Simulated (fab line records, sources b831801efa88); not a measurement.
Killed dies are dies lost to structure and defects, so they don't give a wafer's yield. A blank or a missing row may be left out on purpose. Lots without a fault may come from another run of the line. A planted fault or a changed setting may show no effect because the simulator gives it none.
Which tool did it? | flow gf180mcu | 14 lots, 42 wafers sampled, at 5 steps of a route of 602

WHAT THE GAUGES READ, wafer by wafer
GF_POLY_GATE_CD_MEAS_18.
lot  | measured     | on        | cd_nm (nm)
L472 | day 9 07:19  | cd_sem-02 | 278.5 280.2 279.6
L473 | day 9 17:23  | cd_sem-02 | 283.1 282.5 281.2
L474 | day 10 00:23 | cd_sem-02 | 278.1 277.2 279.6
L475 | day 10 03:43 | cd_sem-01 | 280.5 277.7 278.4
L476 | day 10 13:03 | cd_sem-01 | 280.6 281.6 281.3
L482 | day 12 14:51 | cd_sem-01 | 279.8 279.0 278.4
L484 | day 12 22:46 | cd_sem-01 | 278.4 278.5 275.9
L487 | day 13 22:42 | cd_sem-01 | 278.8 278.8 279.3
L488 | day 14 03:26 | cd_sem-01 | 280.2 278.9 280.5
L489 | day 14 10:49 | cd_sem-01 | 281.3 279.5 279.2
L491 | day 15 00:08 | cd_sem-02 | 282.1 279.5 281.0
L493 | day 15 11:49 | cd_sem-02 | 280.1 280.2 279.8
L494 | day 15 19:12 | cd_sem-02 | 281.7 282.3 282.1
L495 | day 16 00:41 | cd_sem-02 | 280.4 278.2 280.0

GF_HV_LDD_TW_MEAS_11.
lot  | measured     | on            | HV_LDD_TW
L472 | day 10 00:39 | film_metro-01 | 2412 2420 2417
L473 | day 10 11:34 | film_metro-02 | 2406 2423 2420
L474 | day 10 18:39 | film_metro-01 | 2412 2414 2414
L475 | day 10 22:17 | film_metro-04 | 2390 2376 2384
L476 | day 11 07:49 | film_metro-02 | 2432 2408 2421
L482 | day 13 09:48 | film_metro-01 | 2434 2428 2421
L484 | day 13 18:40 | film_metro-02 | 2423 2421 2426
L487 | day 14 19:29 | film_metro-01 | 2437 2418 2436
L488 | day 15 00:55 | film_metro-04 | 2385 2369 2394
L489 | day 15 08:28 | film_metro-04 | 2380 2368 2361
L491 | day 15 21:25 | film_metro-04 | 2376 2359 2372
L493 | day 16 10:34 | film_metro-02 | 2402 2406 2400
L494 | day 16 18:35 | film_metro-02 | 2415 2397 2401
L495 | day 16 23:38 | film_metro-02 | 2411 2415 2395

GF_HV_LDD_THK_MEAS_57.
lot  | measured     | on            | HV_LDD_CVD_56_THK (nm)
L472 | day 12 13:41 | film_metro-02 | 89.0 88.8 88.8
L473 | day 13 02:16 | film_metro-02 | 91.1 90.8 90.3
L474 | day 13 10:03 | film_metro-01 | 89.7 90.1 89.6
L475 | day 13 15:50 | film_metro-04 | 89.8 89.9 90.4
L476 | day 13 21:07 | film_metro-04 | 89.7 89.2 89.0
L482 | day 16 05:07 | film_metro-02 | 89.9 91.0 90.7
L484 | day 16 15:16 | film_metro-01 | 90.1 90.0 89.7
L487 | day 17 18:08 | film_metro-02 | 90.5 92.1 91.2
L488 | day 18 01:29 | film_metro-01 | 88.7 89.7 89.4
L489 | day 18 09:15 | film_metro-04 | 89.5 91.3 90.4
L491 | day 18 22:49 | film_metro-04 | 89.4 89.3 89.5
L493 | day 19 10:52 | film_metro-04 | 90.8 90.7 90.4
L494 | day 20 00:14 | film_metro-04 | 90.5 90.4 89.7
L495 | day 20 03:42 | film_metro-01 | 90.2 89.8 89.9

GF_NSD_CD_MEAS_07: target cd 400 nm.
lot  | measured     | on        | cd_nm (nm)
L472 | day 13 08:43 | cd_sem-01 | 398.9 401.4 399.3
L473 | day 13 21:46 | cd_sem-01 | 399.8 400.2 400.5
L474 | day 14 06:24 | cd_sem-02 | 397.5 398.3 399.3
L475 | day 14 12:28 | cd_sem-02 | 402.6 400.9 400.6
L476 | day 14 17:48 | cd_sem-02 | 398.4 397.1 398.3
L482 | day 17 03:29 | cd_sem-02 | 296.6 300.0 298.1
L484 | day 17 14:22 | cd_sem-01 | 299.3 301.5 299.1
L487 | day 18 17:42 | cd_sem-02 | 401.3 397.2 400.3
L488 | day 19 00:54 | cd_sem-02 | 396.9 398.4 398.2
L489 | day 19 07:57 | cd_sem-02 | 398.0 396.2 398.3
L491 | day 19 22:28 | cd_sem-01 | 401.9 403.8 402.7
L493 | day 20 10:55 | cd_sem-02 | 397.7 398.7 395.8
L494 | day 21 00:10 | cd_sem-02 | 402.4 403.3 401.9
L495 | day 21 03:38 | cd_sem-02 | 401.7 402.5 400.7

WHICH TOOL RAN EACH LOT (tool, then ch and the chambers of the sampled wafers, then the start)
lot  | GF_NSD_DEVELOP_06
L472 | litho_track-01 ch 0, day 13 08:29
L473 | litho_track-04 ch 0, day 13 21:37
L474 | litho_track-01 ch 0, day 14 06:15
L475 | litho_track-01 ch 0, day 14 12:20
L476 | litho_track-04 ch 0, day 14 17:39
L482 | litho_track-01 ch 0, day 17 03:21
L484 | litho_track-01 ch 0, day 17 14:13
L487 | litho_track-04 ch 0, day 18 17:33
L488 | litho_track-04 ch 0, day 19 00:45
L489 | litho_track-04 ch 0, day 19 07:48
L491 | litho_track-01 ch 0, day 19 22:19
L493 | litho_track-01 ch 0, day 20 10:46
L494 | litho_track-03 ch 0, day 21 00:01
L495 | litho_track-01 ch 0, day 21 03:30
- GF_NSD_DEVELOP_06: develop time 60 s.

WHAT THE TOOLS THEMSELVES READ (means of the sampled wafers that have a number; where no wafer has one, the mark that the record gives instead)
GF_NSD_DEVELOP_06.
lot  | tool           | exhaust_pa (Pa)
L472 | litho_track-01 | 44.9
L473 | litho_track-04 | 44.8
L474 | litho_track-01 | 44.8
L475 | litho_track-01 | 44.3
L476 | litho_track-04 | 44.7
L482 | litho_track-01 | 44.4
L484 | litho_track-01 | 43.7
L487 | litho_track-04 | 47.2
L488 | litho_track-04 | 45.2
L489 | litho_track-04 | 44.9
L491 | litho_track-01 | 46.8
L493 | litho_track-01 | 44.7
L494 | litho_track-03 | 45.8
L495 | litho_track-01 | 44.8

THE ANSWER, worked out from the rows above alone
Rule: what is usual is taken from the lots themselves. Put in order of their means at a reading, lots are off if they are a third of the lots or fewer, leave a main group of 4 or more, and stand apart from it by a gap of 3 or more times the standard deviation of the main group's means; of several such gaps the widest counts. A main group whose means are all the same, to the digits that the tables above print for the reading, isn't used. A lot without any number at a reading at which 4 lots or more have one is off too. The other lots that the step has rows for count as sound. The gauges are gone through in route order, then the tools' own readings, and for those a lot's mean is taken as printed above. The first step at which some lot is off is used, and at that step the reading that is off furthest; a lot without a number counts as furthest.
Off: L482, L484, at GF_NSD_CD_MEAS_07 (cd_nm). The main group: mean 399.8 nm, standard deviation 1.9.
A tool fits if, at a process step before that reading, it ran every lot that is off, and no sound lot after the first of them. The gauges at GF_NSD_CD_MEAS_07 are tried like those tools. None of those tried fits.

WHAT THE SIMULATOR HAD PUT IN
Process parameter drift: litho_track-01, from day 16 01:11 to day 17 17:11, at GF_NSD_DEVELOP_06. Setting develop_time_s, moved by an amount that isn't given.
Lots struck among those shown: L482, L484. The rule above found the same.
